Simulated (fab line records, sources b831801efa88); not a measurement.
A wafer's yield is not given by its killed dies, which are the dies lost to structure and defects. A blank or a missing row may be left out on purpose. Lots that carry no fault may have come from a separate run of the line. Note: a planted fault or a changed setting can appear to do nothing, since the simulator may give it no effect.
Which tool is to blame? ; flow gf180mcu ; 11 lots, 33 wafers sampled, at 2 steps of a route of 602

## WHAT THE GAUGES SHOWED, per wafer
GF_V2_RS_MEAS_24: the measuring method here is four-point-probe.
lot;measured;on;V2_W_RS (ohm/sq)
L331;day 20 11:58;film_metro-03;0.329 0.327 0.325
L332;day 20 16:18;film_metro-02;0.327 0.329 0.330
L335;day 21 23:25;film_metro-03;0.323 0.324 0.326
L337;day 22 18:55;film_metro-03;0.327 0.328 0.331
L338;day 23 05:14;film_metro-04;0.325 0.318 0.326
L339;day 23 12:14;film_metro-02;0.325 0.329 0.326
L341;day 24 07:23;film_metro-03;0.330 1.003 0.332
L343;day 24 21:52;film_metro-03;0.326 0.962 0.324
L351;day 27 06:09;film_metro-04;0.323 0.330 0.325
L353;day 27 22:21;film_metro-03;0.332 0.329 0.330
L354;day 28 02:03;film_metro-04;0.328 0.326 0.330

## WHICH TOOL RAN EACH LOT (tool, then ch and the chambers of the sampled wafers, then the start)
lot;GF_V2_CVD_23
L331;cvd_w-02 ch 0,1, day 20 11:52
L332;cvd_w-02 ch 0, day 20 16:10
L335;cvd_w-01 ch 0,1, day 21 23:19
L337;cvd_w-01 ch 0,1, day 22 18:48
L338;cvd_w-01 ch 0,1, day 23 05:05
L339;cvd_w-01 ch 0,1, day 23 12:07
L341;cvd_w-01 ch 0,1, day 24 07:17
L343;cvd_w-01 ch 0,1, day 24 21:46
L351;cvd_w-02 ch 1, day 27 06:02
L353;cvd_w-01 ch 1, day 27 22:14
L354;cvd_w-01 ch 0,1, day 28 01:56
- GF_V2_CVD_23: deposits W, target thk 350 nm, time 104.94 s.

## THE ANSWER, worked out from the rows above alone
Rule: what is usual is taken from the lots themselves. Put in order of their means at a reading, lots are off if they are a third of the lots or fewer, leave a main group of 4 or more, and stand apart from it by a gap of 3 or more times the standard deviation of the main group's means; of several such gaps the widest counts. Not used: any main group whose means are identical at the precision the tables above print for the reading. A lot without any number at a reading at which 4 lots or more have one is off too. The other lots that the step has rows for count as sound.
Off: at GF_V2_RS_MEAS_24 (V2_W_RS), L341, L343. The main group: mean 0.327 ohm/sq, standard deviation 0.0022.
A tool fits if, at a process step before that reading, it ran every lot that is off, and no sound lot after the first of them. Those tools and the gauges at GF_V2_RS_MEAS_24 are tried in the same way. None of those tried fits.

## WHAT HAD BEEN PUT IN BY THE SIMULATOR
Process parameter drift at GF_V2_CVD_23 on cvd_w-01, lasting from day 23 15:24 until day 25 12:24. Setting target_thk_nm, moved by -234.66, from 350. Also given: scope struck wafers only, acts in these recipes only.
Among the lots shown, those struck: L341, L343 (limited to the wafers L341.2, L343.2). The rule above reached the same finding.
